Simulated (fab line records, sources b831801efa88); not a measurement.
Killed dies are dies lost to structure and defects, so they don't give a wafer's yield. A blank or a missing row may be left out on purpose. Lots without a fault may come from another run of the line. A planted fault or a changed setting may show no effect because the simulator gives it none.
fab line records | flow sky130
record lots=14 wafers=42 last_day=50
route steps=708 shown CONTACT@430
lots that met no fault: from a run of the same line without faults
start_h: hours from the record's first day to the start of the lot's first wafer shown | wait_h: hours since the lot's step before | " the same as in the row above | L1.1+2: a row that stands for several wafers | - no value, or no start given | * or withheld: withheld | < > ~ a bound
route shown NAME@n: a module of which the file shows steps, and the number in the route of the first | usual: mean/standard deviation of fault-free wafers | same: alike in all rows | chamber/n: place in a boat | sites: the reading at each site | _std_site: their standard deviation | _edge_site: outer sites' mean less inner sites' | radius_mm: how far each site lies from the wafer's centre | mask NAME#n: copy n | behind: the tool/chamber that last shaped the wafer | hold: why the lot was held/for how many hours/how that ended | device: the transistor (n, p or np) that didn't switch | end of line: the same wafers' tests at the end of the route | a step without rows: its recipe alone | killed: dies lost to structure and defects at the first sort, not the wafer's yield | map: a wafer's dies, x killed, . not, _ none there
set.NAME: the setting as run; set.NAME@STEP: as run at that earlier step | model.NAME: the simulator's own value behind a step, which no gauge read
steps of the route over a sample of lots; a table a step, a row a wafer
services: from which hour (start_h, from the record's first day; less than 0 if before it) a tool's chamber was out of use, for how many hours, and why
## steps
# step SKY_CONTACT_CVD_24
# recipe material=W target_thk_nm=340 time_s=102.12 temp_c=400 pressure_torr=40
# usual heater_power_outer_w=499/18 heater_power_w=847/21
# columns lot.wafer tool chamber start_h wait_h heater_power_outer_w heater_power_w
L275.1 cvd_w-02 0 736.18 0.0 489 839
L275.2 " 1 " " 499 853
L275.6 " 0 " " 466 856
L276.3 cvd_w-01 0 742.86 0.1 508 819
L276.5 " 0 " " 490 823
L276.6 " 1 " " 533 856
L277.1 cvd_w-02 1 756.99 0.0 502 847
L277.4 " 0 " " 493 838
L277.6 " 0 " " 476 850
L278.3 cvd_w-01 0 763.00 0.1 488 815
L278.5 " 1 " " 531 881
L278.6 " 0 " " 492 799
L279.1 cvd_w-02 1 769.55 0.0 494 831
L279.3 " 0 " " 480 859
L279.4 " 1 " " 484 822
L281.2 cvd_w-02 1 782.44 0.0 491 819
L281.3 " 0 " " 486 838
L281.4 " 1 " " 487 838
L280.1 cvd_w-01 1 783.66 0.0 535 863
L280.2 " 0 " " 495 819
L280.4 " 1 " " 523 878
L282.1 cvd_w-01 0 794.20 0.0 480 827
L282.2 " 1 " " 532 861
L282.5 " 1 " " 541 858
L284.1 cvd_w-01 0 813.64 0.0 489 824
L284.4 " 0 " " 488 824
L284.5 " 1 " " 527 848
L289.1 cvd_w-01 1 847.38 0.0 535 864
L289.4 " 1 " " 533 876
L289.5 " 1 " " 526 880
L293.2 cvd_w-02 0 880.34 0.0 496 873
L293.4 " 1 " " 496 834
L293.6 " 0 " " 489 860
L294.1 cvd_w-02 1 881.20 0.0 495 843
L294.4 " 0 " " 490 853
L294.6 " 1 " " 492 836
L295.1 cvd_w-02 0 885.92 0.0 482 865
L295.2 " 1 " " 495 830
L295.4 " 0 " " 493 855
L298.2 cvd_w-02 1 908.79 0.0 489 852
L298.3 " 1 " " 496 839
L298.6 " 0 " " 483 874
# step SKY_CONTACT_RS_MEAS_25
# recipe thk_meas_gauge=four-point-probe reads=W_of_CONTACT_CVD_24+TiN_of_CONTACT_SPUTTER_23
# usual CONTACT_W_RS=0.338/0.0043
# columns lot.wafer tool chamber start_h wait_h CONTACT_W_RS[ohm/sq]
L275.1 film_metro-01 - 736.29 0.1 0.340
L275.2 " - " " 0.342
L275.6 " - " " 0.340
L276.3 film_metro-01 - 742.97 0.1 0.328
L276.5 " - " " 0.333
L276.6 " - " " 0.343
L277.1 film_metro-02 - 757.10 0.1 0.335
L277.4 " - " " 0.341
L277.6 " - " " 0.343
L278.3 film_metro-01 - 763.11 0.1 0.333
L278.5 " - " " 0.339
L278.6 " - " " 0.333
L279.1 film_metro-02 - 769.66 0.1 0.340
L279.3 " - " " 0.340
L279.4 " - " " 0.340
L281.2 film_metro-04 - 782.57 0.1 0.338
L281.3 " - " " 0.339
L281.4 " - " " 0.341
L280.1 film_metro-01 - 783.77 0.1 0.339
L280.2 " - " " 0.329
L280.4 " - " " 0.339
L282.1 film_metro-01 - 794.31 0.1 0.340
L282.2 " - " " 0.342
L282.5 " - " " 0.343
L284.1 film_metro-02 - 813.75 0.1 0.331
L284.4 " - " " 0.252
L284.5 " - " " 0.335
L289.1 film_metro-02 - 847.49 0.1 0.347
L289.4 " - " " 0.258
L289.5 " - " " 0.350
L293.2 film_metro-01 - 880.47 0.1 0.339
L293.4 " - " " 0.334
L293.6 " - " " 0.338
L294.1 film_metro-02 - 881.31 0.1 0.336
L294.4 " - " " 0.336
L294.6 " - " " 0.332
L295.1 film_metro-01 - 886.03 0.1 0.338
L295.2 " - " " 0.336
L295.4 " - " " 0.340
L298.2 film_metro-04 - 908.92 0.1 0.335
L298.3 " - " " 0.336
L298.6 " - " " 0.342
# step SKY_CONTACT_THK_MEAS_26
# recipe thk_meas_gauge=xrf reads=W_of_CONTACT_CVD_24
# usual CONTACT_W_THK=326/6.1
# columns lot.wafer tool chamber start_h wait_h CONTACT_W_THK[nm]
L275.1 film_metro-01 - 736.41 0.1 331
L275.2 " - " " 328
L275.6 " - " " 332
L276.3 film_metro-01 - 743.07 0.1 339
L276.5 " - " " 337
L276.6 " - " " 326
L277.1 film_metro-02 - 757.22 0.1 330
L277.4 " - " " 325
L277.6 " - " " 324
L278.3 film_metro-01 - 763.21 0.1 336
L278.5 " - " " 330
L278.6 " - " " 337
L279.1 film_metro-02 - 769.78 0.1 318
L279.3 " - " " 320
L279.4 " - " " 320
L281.2 film_metro-04 - 782.68 0.1 321
L281.3 " - " " 321
L281.4 " - " " 318
L280.1 film_metro-01 - 783.89 0.1 330
L280.2 " - " " 339
L280.4 " - " " 330
L282.1 film_metro-01 - 794.43 0.1 326
L282.2 " - " " 323
L282.5 " - " " 322
L284.1 film_metro-02 - 813.87 0.1 336
L284.4 " - " " 433
L284.5 " - " " 329
L289.1 film_metro-02 - 847.61 0.1 317
L289.4 " - " " 422
L289.5 " - " " 313
L293.2 film_metro-01 - 880.58 0.1 328
L293.4 " - " " 333
L293.6 " - " " 330
L294.1 film_metro-02 - 881.43 0.1 325
L294.4 " - " " 324
L294.6 " - " " 328
L295.1 film_metro-01 - 886.15 0.1 328
L295.2 " - " " 332
L295.4 " - " " 328
L298.2 film_metro-04 - 909.03 0.1 324
L298.3 " - " " 324
L298.6 " - " " 318
# step SKY_CONTACT_CMP_27
# recipe stop_on=SiO2 t_overpolish_s=15 down_force_psi=3.5 platen_rpm=60 target_thk_nm=0 pad_velocity_m_s=0.94248
# usual motor_current_A=11.3/1.4 time_to_endpoint_s=80/3.5
# columns lot.wafer tool chamber start_h wait_h motor_current_A time_to_endpoint_s
L275.2 cmp-02 2 736.47 0.0 12.4 76
L275.1 " 3 " " 10.3 73
L275.6 " 2 " " 13.6 76
L276.3 cmp-02 1 743.26 0.2 9.3 83
L276.5 " 2 " " 13.5 82
L276.6 " 3 " " 10.2 80
L277.1 cmp-02 3 757.28 0.1 10.4 77
L277.4 " 0 " " 11.2 78
L277.6 " 3 " " 10.4 76
L278.3 cmp-02 0 763.25 0.0 11.4 83
L278.6 " 0 " " 11.6 81
L278.5 " 1 " " 9.3 79
L279.3 cmp-01 0 769.84 0.0 13.5 89
L279.4 " 1 " " 10.2 83
L279.1 " 2 " " 10.8 83
L281.3 cmp-01 3 782.78 0.1 12.8 83
L281.4 " 0 " " 13.7 87
L281.2 " 1 " " 10.1 83
L280.4 cmp-01 1 783.95 0.0 10.1 84
L280.1 " 2 " " 10.9 83
L280.2 " 0 " " 14.2 88
L282.1 cmp-02 2 794.61 0.2 12.7 77
L282.2 " 0 " " 11.8 78
L282.5 " 2 " " 13.2 77
L284.4 cmp-01 3 813.98 0.1 11.9 108
L284.1 " 0 " " 13.9 86
L284.5 " 2 " " 10.5 80
L289.4 cmp-01 1 847.67 0.0 10.3 104
L289.1 " 0 " " 13.0 82
L289.5 " 1 " " 10.5 77
L293.4 cmp-02 3 880.63 0.0 9.9 77
L293.2 " 1 " " 9.5 78
L293.6 " 3 " " 10.2 74
L294.4 cmp-02 1 881.49 0.0 9.8 79
L294.1 " 0 " " 11.5 81
L294.6 " 2 " " 12.8 82
L295.4 cmp-01 0 886.21 0.0 13.3 86
L295.1 " 1 " " 10.3 78
L295.2 " 3 " " 12.0 82
L298.3 cmp-02 2 909.25 0.2 12.0 80
L298.2 " 3 " " 10.8 80
L298.6 " 1 " " 8.8 78
## services
# columns tool chamber start_h hours kind
cmp-01 - 713.33 1.5 repair
cmp-02 - 714.68 0.5 repair
cmp-02 - 744.00 4.0 pm
cmp-02 - 748.00 - consumable_replace:conditioner
cmp-02 - 748.00 - consumable_replace:pad
cvd_w-01 - 768.27 1.0 repair
cmp-01 - 787.28 0.5 repair
cmp-01 - 808.74 3.4 repair
cmp-01 - 838.26 3.9 pm
cvd_w-01 - 877.68 2.2 repair
cvd_w-01 - 904.00 14.0 pm
cvd_w-01 0 904.00 14.0 vent_cycle
cvd_w-01 1 904.00 14.0 vent_cycle
## key
first_sign step=SKY_CONTACT_RS_MEAS_25 reading=CONTACT_W_RS direction=down sigmas=19 usual=0.338 struck=0.255
effect step=SKY_CONTACT_THK_MEAS_26 reading=CONTACT_W_THK direction=up sigmas=17 usual=326 struck=427
effect step=SKY_CONTACT_CMP_27 reading=time_to_endpoint_s direction=up sigmas=7.4 usual=* struck=*
met_at SKY_CONTACT_CVD_24
struck_lots L284,L289
struck_wafers L284.4,L289.4
tester_left_out L284,L289
onset_between 794.20 813.64
fault kind=process_parameter_drift tool=cvd_w-01 chamber=- onset_h=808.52 steps=SKY_CONTACT_CVD_24 channel=target_thk_nm offset=110.84 shape=step end_h=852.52 scope=struck_wafers_only acts_in=these_recipes_only stated=340
# tester_left_out: of these lots the tester's yield and bins aren't shown, on N5 and GAA mostly nor the transistor test; their killed dies are dies lost to structure and defects alone, not to doping, threshold or leakage, so they don't give the yield
